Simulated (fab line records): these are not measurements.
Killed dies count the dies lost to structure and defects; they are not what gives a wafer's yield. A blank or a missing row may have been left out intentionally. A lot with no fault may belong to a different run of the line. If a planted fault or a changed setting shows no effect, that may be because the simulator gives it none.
One fault seen from 2 desks | flow gf180mcu | every desk sees just its own numbers, and what lay behind them comes last

== THE TOOL OWNER'S DESK: implanter-02 ==
The tool's own readings at GF_HV_LDD_IMPLANT_33: means of the sampled wafers that have a number, for each lot that ran on this tool. A lot is out of limits, marked OUT, if its mean lies more than 4 standard deviations from the usual mean; the brackets give that distance.
Columns: A = beamOnS at GF_HV_LDD_IMPLANT_33, usual 9.99 s; B = faradayCurrentUA at GF_HV_LDD_IMPLANT_33, usual 42.3; C = tiltDeg at GF_HV_LDD_IMPLANT_33, usual 29.999 degrees
lot  | first seen here | A               | B               | C
L550 | day 12 06:26    | 9.75            | 43.3            | 29.991
L559 | day 15 03:33    | 10.27           | 41.2            | 30.026
L562 | day 16 02:42    | 9.18 (-4.0) OUT | 46.5 (+5.1) OUT | 29.984
L563 | day 16 12:53    | 9.18 (-4.1) OUT | 46.5 (+5.1) OUT | 30.017
L564 | day 16 17:42    | 8.21 (-8.9) OUT | 51.3 (+11) OUT  | 29.997
This desk's verdict: out of limits on L562, L563, L564, starting with L562 at day 16 02:42 (beamOnS at GF_HV_LDD_IMPLANT_33). L550, L559: within limits.

== METROLOGY DESK ==
What the gauges read for every lot (on any tool): the sampled wafers with a number, averaged. A lot is out of limits, marked OUT, if its mean lies more than 4 standard deviations from the usual mean; the brackets give that distance.
Columns: A = cdNm at GF_STI_CD_MEAS_12, usual 220.0 nm; B = HV_LDD_RS at GF_HV_LDD_RS_MEAS_53, usual 418.7 ohm/sq; C = cdNm at GF_NSD_CD_MEAS_07, usual 400.2 nm
lot  | first seen here | A     | B                | C
L548 | day 2 01:23     | 219.2 | 418.8            | 399.6
L549 | day 2 06:38     | 219.7 | 416.5            | 399.6
L550 | day 2 12:15     | 219.9 | 419.2            | 398.7
L551 | day 2 18:03     | 219.8 | 418.4            | 403.6
L552 | day 2 22:26     | 219.1 | 417.4            | 401.7
L553 | day 3 03:25     | 220.3 | 419.1            | 400.0
L554 | day 3 08:47     | 221.2 | 418.9            | 398.1
L555 | day 3 13:07     | 219.5 | 418.9            | 398.3
L556 | day 3 19:30     | 220.3 | 418.5            | 396.7
L559 | day 4 10:15     | 219.0 | 419.4            | 401.1
L562 | day 5 01:34     | 222.6 | 420.6            | 402.3
L563 | day 5 06:50     | 220.4 | 419.9            | 400.9
L564 | day 5 13:19     | 218.8 | 422.6 (+4.0) OUT | 401.6
L566 | day 5 22:38     | 219.4 | 418.7            | 401.0
L568 | day 6 10:03     | 217.8 | 417.7            | 403.4
Per this desk, out of limits: L564; the first was L564, day 17 16:50 (HV_LDD_RS at GF_HV_LDD_RS_MEAS_53). L548, L549, L550, L551, L552, L553, L554, L555, L556, L559, L562, L563, L566, L568: within limits.

== TAKEN TOGETHER ==
The tool owner's desk could have raised an alarm at day 16 02:42, on L562, L563, L564.
The metrology desk could have raised an alarm at day 17 16:50, on L564.
The metrology desk has L562, L563 on record, within its limits.
All the named lots went through GF_HV_LDD_IMPLANT_33 on implanter-02.

== WHAT HAD BEEN PUT IN BY THE SIMULATOR ==
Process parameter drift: implanter-02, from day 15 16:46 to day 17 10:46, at GF_HV_LDD_IMPLANT_33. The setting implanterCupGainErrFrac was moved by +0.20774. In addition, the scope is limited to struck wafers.
Shown lots that were struck: L562, L563, L564.
Fault start to first reading out of limits, in hours, per desk: tool owner, 10; metrology, 48.
